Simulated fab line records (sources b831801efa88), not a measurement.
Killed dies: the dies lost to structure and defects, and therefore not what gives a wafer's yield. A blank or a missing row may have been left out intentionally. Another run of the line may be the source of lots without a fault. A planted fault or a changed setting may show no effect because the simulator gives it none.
Which tool did it? ; flow sky130 ; 11 lots with 33 wafers sampled at 5 steps, on a route of 708 steps

## WHAT EACH GAUGE READ, for each wafer
SKY_POLY_CUT_CD_MEAS_08 targets a cd of 270 nm.
lot;measured;on;cd nm (nm)
L260;day 24 10:25;cd sem-02;270.4 270.1 268.4
L262;day 25 00:52;cd sem-02;268.6 268.4 269.5
L263;day 25 09:02;cd sem-02;269.2 268.8 268.9
L266;day 26 12:57;cd sem-01;269.7 269.0 269.6
L267;day 27 06:20;cd sem-02;271.1 271.3 270.1
L271;day 28 04:20;cd sem-01;273.3 273.3 273.1
L272;day 28 22:31;cd sem-02;269.6 270.4 269.8
L274;day 29 09:25;cd sem-01;272.0 270.9 271.1
L275;day 29 19:01;cd sem-01;271.3 272.0 271.0
L276;day 30 06:48;cd sem-01;269.2 266.3 268.2
L278;day 30 13:35;cd sem-02;269.7 269.1 269.3

## EACH LOT AND THE TOOL THAT RAN IT (in order: tool; ch and the chambers of the sampled wafers; start)
lot;SKY_FIELD_ISO_ETCH_14;SKY_POLY_GATE_ETCH_17;SKY_POLY_GATE_STRIP_18;SKY_LDD_LDN_STRIP_12
L260;rie diel-04 ch 2,3, day 2 05:53;rie si-01 ch 2,3, day 16 12:20;plasma asher-02 ch 0, day 16 12:24;plasma asher-04 ch 1, day 23 00:32
L262;rie diel-01 ch 2,3, day 2 15:56;rie si-01 ch 0,1,2, day 17 05:30;plasma asher-03 ch 0,1, day 17 05:34;plasma asher-01 ch 0,1, day 23 16:56
L263;rie diel-02 ch 0,1, day 2 19:43;rie si-01 ch 0,1,3, day 17 13:01;plasma asher-02 ch 0,1, day 17 13:05;plasma asher-01 ch 0,1, day 24 01:11
L266;rie diel-04 ch 0,1,3, day 3 14:01;rie si-02 ch 0,1, day 18 15:56;plasma asher-02 ch 0,1, day 18 16:00;plasma asher-01 ch 0,1, day 25 05:05
L267;rie diel-01 ch 0,2,3, day 3 17:05;rie si-02 ch 0,1,3, day 19 09:38;plasma asher-03 ch 0,1, day 19 09:42;plasma asher-01 ch 0,1, day 25 21:53
L271;rie diel-02 ch 2,3, day 4 12:59;rie si-02 ch 0,2,3, day 20 08:29;plasma asher-03 ch 0,1, day 20 08:35;plasma asher-03 ch 0,1, day 26 18:20
L272;rie diel-02 ch 1,2, day 4 20:38;rie si-02 ch 0,1,3, day 21 05:02;plasma asher-02 ch 0,1, day 21 05:06;plasma asher-03 ch 1, day 27 15:47
L274;rie diel-04 ch 0,1, day 5 07:44;rie si-02 ch 1,2, day 21 18:35;plasma asher-02 ch 0,1, day 21 18:39;plasma asher-01 ch 0,1, day 28 02:59
L275;rie diel-02 ch 0,2,3, day 5 10:56;rie si-01 ch 0,2,3, day 22 02:32;plasma asher-04 ch 0,1, day 22 02:36;plasma asher-03 ch 0,1, day 28 13:59
L276;rie diel-04 ch 0,2, day 5 17:33;rie si-02 ch 1,3, day 22 17:56;plasma asher-03 ch 0,1, day 22 18:00;plasma asher-04 ch 0,1, day 29 00:26
L278;rie diel-02 ch 0,1, day 6 01:51;rie si-02 ch 0,1,3, day 23 03:04;plasma asher-02 ch 0,1, day 23 03:08;plasma asher-04 ch 0,1, day 29 07:26
- SKY_FIELD_ISO_ETCH_14: etches BARC in N2/H2, stops on SiO2, time 45.9 s, target depth 60 nm.
- SKY_POLY_GATE_ETCH_17: etches poly-Si in HBr/Cl2, stops on SiO2, target depth 180 nm, time 70.5 s.
- SKY_POLY_GATE_STRIP_18: strips in O2/N2.
- SKY_LDD_LDN_STRIP_12: strips in O2/N2.

## THE ANSWER, worked out from the rows above alone
Rule: the usual values come from the lots themselves. The widest of any qualifying gaps counts: lots, ordered by their means at a reading, are off when they make up no more than a third of the lots, leave a main group of 4 or more, and stand apart from it by 3 or more times the standard deviation of that group's means. If all means in a main group match to the digits the tables above print for the reading, that group is not used. Also off: a lot with no number at a reading for which 4 or more lots have one. Where the step has rows for the other lots, those lots are counted as sound.
No lot is off at any reading shown: from this, nothing can be told.

## WHAT WAS PUT IN BY THE SIMULATOR
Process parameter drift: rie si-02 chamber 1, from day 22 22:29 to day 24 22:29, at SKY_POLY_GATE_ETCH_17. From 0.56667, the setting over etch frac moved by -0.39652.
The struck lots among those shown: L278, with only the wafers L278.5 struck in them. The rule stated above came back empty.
